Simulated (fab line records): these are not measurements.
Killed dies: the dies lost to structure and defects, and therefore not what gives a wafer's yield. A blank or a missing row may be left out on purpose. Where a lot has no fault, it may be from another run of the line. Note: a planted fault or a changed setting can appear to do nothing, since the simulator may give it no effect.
fab line records | flow sky130
record lots=10 | wafers=30 | last_day=50
route steps=708 shown SD_N@354 LI_CONTACT@363 LOCAL_INTERCONNECT@387 PAD_OPEN@708
lots untouched by any fault: they come from a run of this same line in which no faults occurred
start_h: hours from the record's first day to the start of the lot's first wafer shown | wait_h: hours since the lot's step before | " unchanged from the row above | L1.1+2: a single row standing in for several wafers | - no value present, or no start provided | * or withheld: withheld | < > ~ a bound
route shown NAME@n: names a module that has steps shown in the file, with the first one's number in the route | usual: mean/standard deviation of fault-free wafers | same: alike in all rows | chamber/n: place in a boat | sites: per-site readings | _std_site: standard deviation of those values | _edge_site: outer sites' mean less inner sites' | radius_mm: how far each site lies from the wafer's centre | mask NAME#n: copy n | behind: the last tool/chamber to shape the wafer | hold: why the lot went on hold/how many hours it stayed there/how the hold came to an end | device: the transistor (n, p or np) that didn't switch | end of line: tests run on the same wafers once the route is complete | a step with no rows: only its recipe | killed: dies that structure and defects cost at the first sort, which is not the same as the wafer's yield | map: per-die view of a wafer (x killed, . not killed, _ where there is no die)
set.NAME: the setting as run; set.NAME@STEP: as run at that earlier step | model.NAME: the simulator's own value behind a step, which no gauge read
route steps across a sampled set of lots; one table per step, one row per wafer
services: the hour from which a tool's chamber was out of use, counted from the record's first day as start_h (under 0 if before that day), plus the number of hours and why
## steps
# step SKY_SD_N_TW_MEAS_12
# usual SD_N_TW=3964/18
lot.wafer | tool          | chamber | start_h | wait_h | SD_N_TW
L720.2    | film_metro-01 | -       | 710.45  | 0.1    | 3968
L720.3    | "             | -       | "       | "      | 3971
L720.6    | "             | -       | "       | "      | 3952
L724.2    | film_metro-01 | -       | 747.31  | 0.1    | 3975
L724.3    | "             | -       | "       | "      | 3949
L724.6    | "             | -       | "       | "      | 3954
L726.1    | film_metro-03 | -       | 762.79  | 0.1    | 3948
L726.4    | "             | -       | "       | "      | 3965
L726.5    | "             | -       | "       | "      | 3981
L729.1    | film_metro-03 | -       | 786.24  | 0.1    | 3994
L729.3    | "             | -       | "       | "      | 3998
L729.4    | "             | -       | "       | "      | 3968
L730.1    | film_metro-04 | -       | 795.78  | 0.1    | 3972
L730.2    | "             | -       | "       | "      | 3970
L730.6    | "             | -       | "       | "      | 3984
L731.2    | film_metro-03 | -       | 796.58  | 0.1    | 3986
L731.3    | "             | -       | "       | "      | 3973
L731.4    | "             | -       | "       | "      | 3976
L732.1    | film_metro-04 | -       | 806.99  | 0.1    | 3971
L732.3    | "             | -       | "       | "      | 3945
L732.6    | "             | -       | "       | "      | 3961
L733.1    | film_metro-01 | -       | 812.49  | 0.1    | 3932
L733.4    | "             | -       | "       | "      | 3950
L733.5    | "             | -       | "       | "      | 3950
L734.2    | film_metro-03 | -       | 818.69  | 0.1    | 3990
L734.5    | "             | -       | "       | "      | 3989
L734.6    | "             | -       | "       | "      | 3963
L735.3    | film_metro-01 | -       | 839.81  | 0.1    | 3949
L735.4    | "             | -       | "       | "      | 3931
L735.5    | "             | -       | "       | "      | 3961
# step SKY_LI_CONTACT_THK_MEAS_01
# recipe reads=PSG_of_LI_CONTACT_HDPCVD_00
# usual LI_CONTACT_HDPCVD_THK=925/7.8
lot.wafer | tool          | chamber | start_h | wait_h | LI_CONTACT_HDPCVD_THK[nm]
L720.2    | film_metro-04 | -       | 711.21  | 0.1    | 931
L720.3    | "             | -       | "       | "      | 936
L720.6    | "             | -       | "       | "      | 935
L724.2    | film_metro-04 | -       | 748.13  | 0.1    | 937
L724.3    | "             | -       | "       | "      | 934
L724.6    | "             | -       | "       | "      | 928
L726.1    | film_metro-04 | -       | 763.56  | 0.1    | 916
L726.4    | "             | -       | "       | "      | 921
L726.5    | "             | -       | "       | "      | 931
L729.1    | film_metro-01 | -       | 787.01  | 0.1    | 923
L729.3    | "             | -       | "       | "      | 920
L729.4    | "             | -       | "       | "      | 911
L730.1    | film_metro-04 | -       | 796.54  | 0.1    | 922
L730.2    | "             | -       | "       | "      | 926
L730.6    | "             | -       | "       | "      | 915
L731.2    | film_metro-04 | -       | 797.35  | 0.1    | 921
L731.3    | "             | -       | "       | "      | 921
L731.4    | "             | -       | "       | "      | 932
L732.1    | film_metro-01 | -       | 807.76  | 0.1    | 912
L732.3    | "             | -       | "       | "      | 926
L732.6    | "             | -       | "       | "      | 903
L733.1    | film_metro-01 | -       | 813.25  | 0.1    | 923
L733.4    | "             | -       | "       | "      | 917
L733.5    | "             | -       | "       | "      | 927
L734.2    | film_metro-03 | -       | 819.45  | 0.1    | 927
L734.5    | "             | -       | "       | "      | 925
L734.6    | "             | -       | "       | "      | 927
L735.3    | film_metro-03 | -       | 840.62  | 0.1    | 910
L735.4    | "             | -       | "       | "      | 914
L735.5    | "             | -       | "       | "      | 916
# step SKY_LOCAL_INTERCONNECT_SPUTTER_00
# recipe material=TiN | target_thk_nm=100 | temp_c=300 | power_w=6500 | time_s=83.3 | chamber_pressure_pa=0.4
# usual throttle_valve_pct=29.2/1.4
lot.wafer | tool           | chamber | start_h | wait_h | throttle_valve_pct
L720.2    | pvd_sputter-03 | -       | 739.96  | 0.1    | 27.7
L720.3    | "              | -       | "       | "      | 29.7
L720.6    | "              | -       | "       | "      | 30.2
L724.2    | pvd_sputter-02 | -       | 776.71  | 0.2    | 31.3
L724.3    | "              | -       | "       | "      | 26.2
L724.6    | "              | -       | "       | "      | 29.9
L726.1    | pvd_sputter-04 | -       | 792.26  | 0.2    | 29.4
L726.4    | "              | -       | "       | "      | 29.0
L726.5    | "              | -       | "       | "      | 30.0
L729.1    | pvd_sputter-03 | -       | 815.46  | 0.2    | 27.9
L729.3    | "              | -       | "       | "      | 28.6
L729.4    | "              | -       | "       | "      | 29.8
L730.1    | pvd_sputter-02 | -       | 825.00  | 0.2    | 28.5
L730.2    | "              | -       | "       | "      | 31.1
L730.6    | "              | -       | "       | "      | 28.6
L731.2    | pvd_sputter-02 | -       | 826.24  | 0.1    | 31.4
L731.3    | "              | -       | "       | "      | 26.6
L731.4    | "              | -       | "       | "      | 28.2
L732.1    | pvd_sputter-04 | -       | 836.37  | 0.2    | 28.7
L732.3    | "              | -       | "       | "      | 30.3
L732.6    | "              | -       | "       | "      | 28.8
L733.1    | pvd_sputter-02 | -       | 842.08  | 0.2    | 31.7
L733.4    | "              | -       | "       | "      | 28.4
L733.5    | "              | -       | "       | "      | 30.2
L734.2    | pvd_sputter-03 | -       | 847.63  | 0.2    | 30.3
L734.5    | "              | -       | "       | "      | 28.5
L734.6    | "              | -       | "       | "      | 30.3
L735.3    | pvd_sputter-03 | -       | 868.85  | 0.1    | 28.7
L735.4    | "              | -       | "       | "      | 29.8
L735.5    | "              | -       | "       | "      | 28.7
# step SKY_LOCAL_INTERCONNECT_RS_MEAS_01
# recipe thk_meas_gauge=four-point-probe | reads=TiN_of_LOCAL_INTERCONNECT_SPUTTER_00
# usual LOCAL_INTERCONNECT_TIN_RS=14.07/0.12
lot.wafer | tool          | chamber | start_h | wait_h | hold                     | LOCAL_INTERCONNECT_TIN_RS[ohm/sq]
L720.2    | film_metro-03 | -       | 740.04  | 0.1    | await_dispo/0.2h/release | 30.56
L720.3    | "             | -       | "       | "      | await_dispo/0.2h/release | 14.03
L720.6    | "             | -       | "       | "      | await_dispo/0.2h/release | 14.00
L720.2    | film_metro-03 | -       | 740.33  | 0.3    | -                        | 30.63
L720.3    | "             | -       | "       | "      | -                        | 14.01
L720.6    | "             | -       | "       | "      | -                        | 14.02
L724.2    | film_metro-02 | -       | 776.79  | 0.1    | -                        | 14.25
L724.3    | "             | -       | "       | "      | -                        | 14.20
L724.6    | "             | -       | "       | "      | -                        | 14.19
L726.1    | film_metro-01 | -       | 792.32  | 0.0    | -                        | 13.94
L726.4    | "             | -       | "       | "      | -                        | 14.09
L726.5    | "             | -       | "       | "      | -                        | 13.94
L729.1    | film_metro-03 | -       | 815.52  | 0.0    | -                        | 13.93
L729.3    | "             | -       | "       | "      | -                        | 14.17
L729.4    | "             | -       | "       | "      | -                        | 14.00
L730.1    | film_metro-01 | -       | 825.07  | 0.0    | -                        | 13.97
L730.2    | "             | -       | "       | "      | -                        | 14.03
L730.6    | "             | -       | "       | "      | -                        | 13.84
L731.2    | film_metro-02 | -       | 826.33  | 0.1    | -                        | 14.10
L731.3    | "             | -       | "       | "      | -                        | 14.07
L731.4    | "             | -       | "       | "      | -                        | 14.01
L732.1    | film_metro-02 | -       | 836.43  | 0.0    | -                        | 14.08
L732.3    | "             | -       | "       | "      | -                        | 14.10
L732.6    | "             | -       | "       | "      | -                        | 14.20
L733.1    | film_metro-03 | -       | 842.14  | 0.0    | -                        | 14.30
L733.4    | "             | -       | "       | "      | -                        | 14.24
L733.5    | "             | -       | "       | "      | -                        | 14.08
L734.2    | film_metro-01 | -       | 847.71  | 0.1    | -                        | 14.03
L734.5    | "             | -       | "       | "      | -                        | 14.04
L734.6    | "             | -       | "       | "      | -                        | 14.04
L735.3    | film_metro-01 | -       | 868.96  | 0.1    | -                        | 14.00
L735.4    | "             | -       | "       | "      | -                        | 13.97
L735.5    | "             | -       | "       | "      | -                        | 14.06
# step SKY_LOCAL_INTERCONNECT_THK_MEAS_02
# recipe thk_meas_gauge=xrf | reads=TiN_of_LOCAL_INTERCONNECT_SPUTTER_00
# usual LOCAL_INTERCONNECT_TIN_THK=100.7/1.1
lot.wafer | tool          | chamber | start_h | wait_h | hold                     | LOCAL_INTERCONNECT_TIN_THK[nm]
L720.2    | film_metro-03 | -       | 745.97  | 5.6    | await_dispo/0.2h/release | 48.8
L720.3    | "             | -       | "       | "      | await_dispo/0.2h/release | 101.1
L720.6    | "             | -       | "       | "      | await_dispo/0.2h/release | 101.6
L720.2    | film_metro-03 | -       | 746.30  | 0.3    | -                        | 48.9
L720.3    | "             | -       | "       | "      | -                        | 101.1
L720.6    | "             | -       | "       | "      | -                        | 101.0
L724.2    | film_metro-02 | -       | 776.90  | 0.1    | -                        | 98.6
L724.3    | "             | -       | "       | "      | -                        | 99.2
L724.6    | "             | -       | "       | "      | -                        | 99.2
L726.1    | film_metro-01 | -       | 792.44  | 0.1    | -                        | 102.1
L726.4    | "             | -       | "       | "      | -                        | 101.2
L726.5    | "             | -       | "       | "      | -                        | 101.4
L729.1    | film_metro-03 | -       | 815.64  | 0.1    | -                        | 102.5
L729.3    | "             | -       | "       | "      | -                        | 100.9
L729.4    | "             | -       | "       | "      | -                        | 101.8
L730.1    | film_metro-01 | -       | 825.19  | 0.1    | -                        | 101.2
L730.2    | "             | -       | "       | "      | -                        | 100.3
L730.6    | "             | -       | "       | "      | -                        | 102.2
L731.2    | film_metro-02 | -       | 826.44  | 0.1    | -                        | 99.8
L731.3    | "             | -       | "       | "      | -                        | 99.8
L731.4    | "             | -       | "       | "      | -                        | 100.2
L732.1    | film_metro-02 | -       | 836.55  | 0.1    | -                        | 99.8
L732.3    | "             | -       | "       | "      | -                        | 99.7
L732.6    | "             | -       | "       | "      | -                        | 98.8
L733.1    | film_metro-03 | -       | 842.26  | 0.1    | -                        | 100.0
L733.4    | "             | -       | "       | "      | -                        | 100.3
L733.5    | "             | -       | "       | "      | -                        | 100.8
L734.2    | film_metro-01 | -       | 847.82  | 0.1    | -                        | 101.8
L734.5    | "             | -       | "       | "      | -                        | 101.1
L734.6    | "             | -       | "       | "      | -                        | 101.8
L735.3    | film_metro-01 | -       | 869.06  | 0.1    | -                        | 102.0
L735.4    | "             | -       | "       | "      | -                        | 102.6
L735.5    | "             | -       | "       | "      | -                        | 101.8
# step SKY_LOCAL_INTERCONNECT_ETCH_13
# recipe chemistry=N2/H2 | target=BARC | ion_energy_ev=200 | bias_w=100 | pressure_mtorr=30 | n2_flow_sccm=100 | h2_flow_sccm=200 | icp_w=500 | stop_on=SiO2 | time_s=45.9 | target_depth_a=600
# usual drypump_motor_current_A=5.8/0.47 | oes_product_au=0.853/0.0047 | throttle_valve_pct=13.225/0.0092
lot.wafer | tool         | chamber | start_h | wait_h | drypump_motor_current_A | oes_product_au | rf_hours_counter_h | throttle_valve_pct
L720.2    | rie_metal-03 | 1       | 767.89  | 0.0    | 5.9                     | 0.861          | 11                 | 13.235
L720.3    | "            | 0       | "       | "      | 5.0                     | 0.859          | -                  | 13.237
L720.6    | "            | 0       | "       | "      | 5.0                     | 0.845          | -                  | 13.223
L724.2    | rie_metal-03 | 0       | 803.26  | 0.0    | 5.0                     | 0.852          | 8                  | 13.211
L724.3    | "            | 1       | "       | "      | 5.8                     | 0.856          | -                  | 13.234
L724.6    | "            | 1       | "       | "      | 5.8                     | 0.853          | -                  | 13.218
L726.1    | rie_metal-04 | 1       | 819.01  | 0.0    | 5.3                     | 0.851          | 16                 | 13.229
L726.4    | "            | 1       | "       | "      | 5.2                     | 0.851          | -                  | 13.234
L726.5    | "            | 1       | "       | "      | 5.2                     | 0.855          | -                  | 13.227
L729.1    | rie_metal-01 | 0       | 842.97  | 0.0    | 6.3                     | 0.853          | 7                  | 13.237
L729.3    | "            | 0       | "       | "      | 6.3                     | 0.858          | -                  | 13.214
L729.4    | "            | 1       | "       | "      | 5.9                     | 0.854          | -                  | 13.227
L730.1    | rie_metal-03 | 1       | 852.30  | 0.0    | 5.9                     | 0.861          | 15                 | 13.230
L730.2    | "            | 0       | "       | "      | 5.0                     | 0.860          | 9                  | 13.235
L730.6    | "            | 1       | "       | "      | 5.9                     | 0.855          | -                  | 13.228
L731.2    | rie_metal-04 | 0       | 853.32  | 0.0    | 6.2                     | 0.852          | 6                  | 13.226
L731.3    | "            | 0       | "       | "      | 6.1                     | 0.861          | -                  | 13.213
L731.4    | "            | 1       | "       | "      | 5.2                     | 0.847          | -                  | 13.224
L732.1    | rie_metal-04 | 0       | 862.57  | 0.0    | 6.2                     | 0.849          | 6                  | 13.227
L732.3    | "            | 0       | "       | "      | 6.1                     | 0.858          | -                  | 13.223
L732.6    | "            | 0       | "       | "      | 6.1                     | 0.864          | -                  | 13.231
L733.1    | rie_metal-04 | 0       | 869.38  | 0.0    | 6.2                     | 0.855          | 7                  | 13.229
L733.4    | "            | 0       | "       | "      | 6.2                     | 0.858          | -                  | 13.235
L733.5    | "            | 0       | "       | "      | 6.2                     | 0.853          | -                  | 13.225
L734.2    | rie_metal-04 | 0       | 874.19  | 0.0    | 6.2                     | 0.848          | -                  | 13.218
L734.5    | "            | 0       | "       | "      | 6.2                     | 0.844          | -                  | 13.236
L734.6    | "            | 0       | "       | "      | 6.2                     | 0.847          | -                  | 13.233
L735.3    | rie_metal-01 | 0       | 894.41  | 0.0    | 6.3                     | 0.858          | -                  | 13.223
L735.4    | "            | 1       | "       | "      | 5.9                     | 0.848          | -                  | 13.238
L735.5    | "            | 0       | "       | "      | 6.3                     | 0.852          | -                  | 13.227
# step SKY_LOCAL_INTERCONNECT_METAL_ETCH_14
# recipe target_depth_nm=110 | stop_on=PSG | chemistry=Cl2/BCl3 | target=TiN | resist_sidewall_deg=88 | pressure_mtorr=10 | icp_w=900 | bias_w=48.5 | Cl2_flow_sccm=60 | bcl3_flow_sccm=30 | time_s=31.4
# usual drypump_motor_current_A=5.8/0.47 | oes_product_au=0.943/0.0059 | throttle_valve_pct=21.899/0.0093
lot.wafer | tool         | chamber | start_h | wait_h | drypump_motor_current_A | oes_product_au | rf_hours_counter_h | throttle_valve_pct
L720.2    | rie_metal-03 | 1       | 767.95  | 0.0    | 5.9                     | 0.652          | 11                 | 22.078
L720.3    | "            | 0       | "       | "      | 5.0                     | 0.946          | -                  | 21.880
L720.6    | "            | 0       | "       | "      | 5.0                     | 0.952          | -                  | 21.894
L724.2    | rie_metal-03 | 0       | 803.32  | 0.0    | 5.0                     | 0.930          | 8                  | 21.899
L724.3    | "            | 1       | "       | "      | 5.8                     | 0.940          | -                  | 21.916
L724.6    | "            | 1       | "       | "      | 5.8                     | 0.934          | -                  | 21.911
L726.1    | rie_metal-04 | 1       | 819.08  | 0.0    | 5.2                     | 0.941          | 16                 | 21.886
L726.4    | "            | 1       | "       | "      | 5.2                     | 0.950          | -                  | 21.908
L726.5    | "            | 1       | "       | "      | 5.2                     | 0.945          | -                  | 21.903
L729.1    | rie_metal-01 | 0       | 843.03  | 0.0    | 6.3                     | 0.946          | 7                  | 21.897
L729.3    | "            | 0       | "       | "      | 6.3                     | 0.946          | -                  | 21.897
L729.4    | "            | 1       | "       | "      | 5.9                     | 0.941          | -                  | 21.893
L730.1    | rie_metal-03 | 1       | 852.36  | 0.0    | 5.8                     | 0.940          | 15                 | 21.891
L730.2    | "            | 0       | "       | "      | 5.0                     | 0.942          | 9                  | 21.907
L730.6    | "            | 1       | "       | "      | 5.9                     | 0.949          | -                  | 21.889
L731.2    | rie_metal-04 | 0       | 853.38  | 0.0    | 6.2                     | 0.941          | 6                  | 21.887
L731.3    | "            | 0       | "       | "      | 6.1                     | 0.944          | -                  | 21.907
L731.4    | "            | 1       | "       | "      | 5.2                     | 0.939          | -                  | 21.907
L732.1    | rie_metal-04 | 0       | 862.69  | 0.1    | 6.2                     | 0.938          | 6                  | 21.892
L732.3    | "            | 0       | "       | "      | 6.2                     | 0.945          | -                  | 21.903
L732.6    | "            | 0       | "       | "      | 6.2                     | 0.933          | -                  | 21.904
L733.1    | rie_metal-04 | 0       | 869.51  | 0.1    | 6.2                     | 0.941          | 7                  | 21.906
L733.4    | "            | 0       | "       | "      | 6.1                     | 0.939          | -                  | 21.902
L733.5    | "            | 0       | "       | "      | 6.2                     | 0.944          | -                  | 21.909
L734.2    | rie_metal-04 | 0       | 874.31  | 0.1    | 6.1                     | 0.945          | -                  | 21.895
L734.5    | "            | 0       | "       | "      | 6.1                     | 0.954          | -                  | 21.920
L734.6    | "            | 0       | "       | "      | 6.1                     | 0.943          | -                  | 21.890
L735.3    | rie_metal-01 | 0       | 894.47  | 0.0    | 6.3                     | 0.947          | -                  | 21.891
L735.4    | "            | 1       | "       | "      | 5.9                     | 0.940          | -                  | 21.915
L735.5    | "            | 0       | "       | "      | 6.3                     | 0.940          | -                  | 21.893
# step SKY_PAD_OPEN_PROBE_99
# usual killed_at_M0_to_M3=43/7.2 | killed_at_M4_up=3.0/1.7 | killed_at_contacts=24/5.3 | killed_at_front_end=15/4.6 | killed_at_other=0.3/0.5 | killed_dies=85/10 | killed_open=46/7.2 | killed_short=39/6.4
# same gross_dies=492 | killed_at_back_side=0
lot.wafer | tool      | chamber | start_h | wait_h | killed_at_M0_to_M3 | killed_at_M4_up | killed_at_contacts | killed_at_front_end | killed_at_other | killed_dies | killed_open | killed_short
L731.2    | prober-01 | -       | 1183.55 | 0.1    | 41                 | 1               | 19                 | 18                  | 0               | 79          | 45          | 34
L731.3    | prober-01 | -       | 1183.60 | 0.2    | 34                 | 2               | 21                 | 10                  | 0               | 67          | 38          | 29
L731.4    | prober-01 | -       | 1183.65 | 0.2    | 36                 | 4               | 19                 | 13                  | 0               | 72          | 33          | 39
L732.1    | prober-02 | -       | 1188.30 | 0.1    | 53                 | 3               | 24                 | 13                  | 0               | 93          | 45          | 48
L732.3    | prober-02 | -       | 1188.40 | 0.2    | 57                 | 5               | 25                 | 22                  | 0               | 109         | 58          | 51
L732.6    | prober-02 | -       | 1188.55 | 0.2    | 46                 | 2               | 18                 | 19                  | 0               | 85          | 48          | 37
L733.1    | prober-01 | -       | 1191.35 | 0.1    | 55                 | 5               | 23                 | 13                  | 0               | 96          | 54          | 42
L733.4    | prober-01 | -       | 1191.50 | 0.2    | 39                 | 1               | 22                 | 23                  | 0               | 85          | 53          | 32
L733.5    | prober-01 | -       | 1191.55 | 0.2    | 51                 | 4               | 25                 | 22                  | 1               | 103         | 55          | 48
# killed by level:class
L731.2 CONTACT:geometric_particle:open=9 FIELD_ISO:geometric_particle:short=8 VIA3:geometric_particle:open=8 VIA1:geometric_particle:open=8 VIA2:geometric_particle:open=7 FIELD_ISO:geometric_particle:open=6 CONTACT:geometric_particle:short=6 METAL1:geometric_particle:short=5
L731.3 LI_CONTACT:geometric_particle:open=8 VIA1:geometric_particle:open=7 CONTACT:geometric_particle:open=6 VIA3:geometric_particle:open=6 POLY_GATE:geometric_particle:short=4 LOCAL_INTERCONNECT:geometric_particle:short=4 METAL1:geometric_particle:short=4 METAL2:geometric_particle:short=4
L731.4 VIA1:geometric_particle:open=13 LOCAL_INTERCONNECT:geometric_particle:short=6 METAL2:geometric_particle:short=6 POLY_GATE:geometric_particle:open=4 LI_CONTACT:geometric_particle:open=4 METAL1:geometric_particle:short=4 VIA1:geometric_particle:short=4 VIA3:geometric_particle:open=4
L732.1 VIA1:geometric_particle:short=12 VIA1:geometric_particle:open=10 CONTACT:geometric_particle:open=7 POLY_GATE:geometric_particle:open=5 LI_CONTACT:geometric_particle:open=5 VIA2:geometric_particle:open=5 VIA3:geometric_particle:open=4 LOCAL_INTERCONNECT:geometric_particle:short=4
L732.3 VIA1:geometric_particle:open=17 VIA1:geometric_particle:short=11 LI_CONTACT:geometric_particle:open=9 CONTACT:geometric_particle:open=8 METAL1:geometric_particle:short=7 FIELD_ISO:geometric_particle:open=6 VIA3:geometric_particle:open=6 FIELD_ISO:geometric_particle:short=5
L732.6 METAL2:geometric_particle:short=9 VIA2:geometric_particle:open=9 CONTACT:geometric_particle:open=7 VIA1:geometric_particle:open=6 VIA3:geometric_particle:open=6 POLY_GATE:geometric_particle:short=5 FIELD_ISO:geometric_particle:short=4 POLY_GATE:geometric_particle:open=4
L733.1 VIA1:geometric_particle:open=18 VIA1:geometric_particle:short=10 VIA2:geometric_particle:open=10 LI_CONTACT:geometric_particle:open=8 CONTACT:geometric_particle:open=8 FIELD_ISO:geometric_particle:short=6 METAL2:geometric_particle:short=5 METAL3:geometric_particle:short=5
L733.4 VIA1:geometric_particle:open=11 FIELD_ISO:geometric_particle:short=9 FIELD_ISO:geometric_particle:open=8 LI_CONTACT:geometric_particle:open=8 CONTACT:geometric_particle:open=8 VIA1:geometric_particle:short=7 VIA2:geometric_particle:open=7 CONTACT:geometric_particle:short=5
L733.5 VIA1:geometric_particle:open=16 CONTACT:geometric_particle:open=11 FIELD_ISO:geometric_particle:short=8 FIELD_ISO:geometric_particle:open=6 CONTACT:geometric_particle:short=6 METAL1:geometric_particle:short=6 VIA1:geometric_particle:short=6 VIA2:geometric_particle:open=5
## services
tool           | chamber | start_h | hours | kind
pvd_sputter-04 | -       | 723.35  | 2.1   | repair
pvd_sputter-03 | -       | 724.94  | 3.4   | repair
pvd_sputter-02 | -       | 738.18  | 6.3   | repair
pvd_sputter-02 | -       | 742.22  | 2.6   | repair
pvd_sputter-02 | -       | 782.67  | 3.3   | repair
pvd_sputter-04 | -       | 786.95  | 4.6   | repair
pvd_sputter-02 | 2       | 805.30  | -     | consumable_replace:kit
pvd_sputter-02 | 2       | 805.30  | 18.0  | scheduled_down
pvd_sputter-02 | 2       | 805.30  | 18.0  | vent_cycle
pvd_sputter-03 | -       | 821.12  | 5.7   | repair
pvd_sputter-02 | -       | 833.03  | 6.0   | repair
pvd_sputter-03 | 3       | 835.99  | -     | consumable_replace:kit
pvd_sputter-03 | 3       | 835.99  | 18.0  | scheduled_down
pvd_sputter-03 | 3       | 835.99  | 18.0  | vent_cycle
pvd_sputter-02 | -       | 848.86  | 2.2   | repair
rie_metal-04   | 1       | 860.69  | -     | clean
rie_metal-04   | 1       | 860.69  | 25.8  | scheduled_down
rie_metal-04   | 1       | 860.69  | 25.8  | vent_cycle
rie_metal-04   | 0       | 874.60  | 2.1   | repair
rie_metal-03   | -       | 886.73  | 1.2   | repair
rie_metal-01   | 0       | 890.74  | 2.3   | repair
## key
first_sign step=SKY_LOCAL_INTERCONNECT_RS_MEAS_01 | reading=visit | direction=added
effect step=SKY_LOCAL_INTERCONNECT_RS_MEAS_01 | reading=LOCAL_INTERCONNECT_TIN_RS | direction=up | sigmas=99+ | usual=14.07 | struck=30.56
effect step=SKY_LOCAL_INTERCONNECT_THK_MEAS_02 | reading=visit | direction=added
effect step=SKY_LOCAL_INTERCONNECT_THK_MEAS_02 | reading=LOCAL_INTERCONNECT_TIN_THK | direction=down | sigmas=47 | usual=100.7 | struck=48.8
effect step=SKY_LOCAL_INTERCONNECT_METAL_ETCH_14 | reading=oes_product_au | direction=down | sigmas=49 | usual=0.943 | struck=0.652
met_at SKY_LOCAL_INTERCONNECT_SPUTTER_00
struck_lots L720
struck_wafers L720.2
tester_left_out L720
not_acting_at SKY_SD_N_TW_MEAS_12,SKY_LI_CONTACT_THK_MEAS_01,SKY_LOCAL_INTERCONNECT_ETCH_13
fault kind=process_parameter_drift | tool=pvd_sputter-03 | chamber=- | onset_h=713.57 | steps=SKY_LOCAL_INTERCONNECT_SPUTTER_00 | channel=time_s | offset=* | shape=step | end_h=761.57 | acts_in=* | stated=* | scope=struck_wafers_only
# tester_left_out: of these lots the tester's yield and bins aren't shown, on N5 and GAA mostly nor the transistor test; their killed dies are dies lost to structure and defects alone, not to doping, threshold or leakage, so they don't give the yield
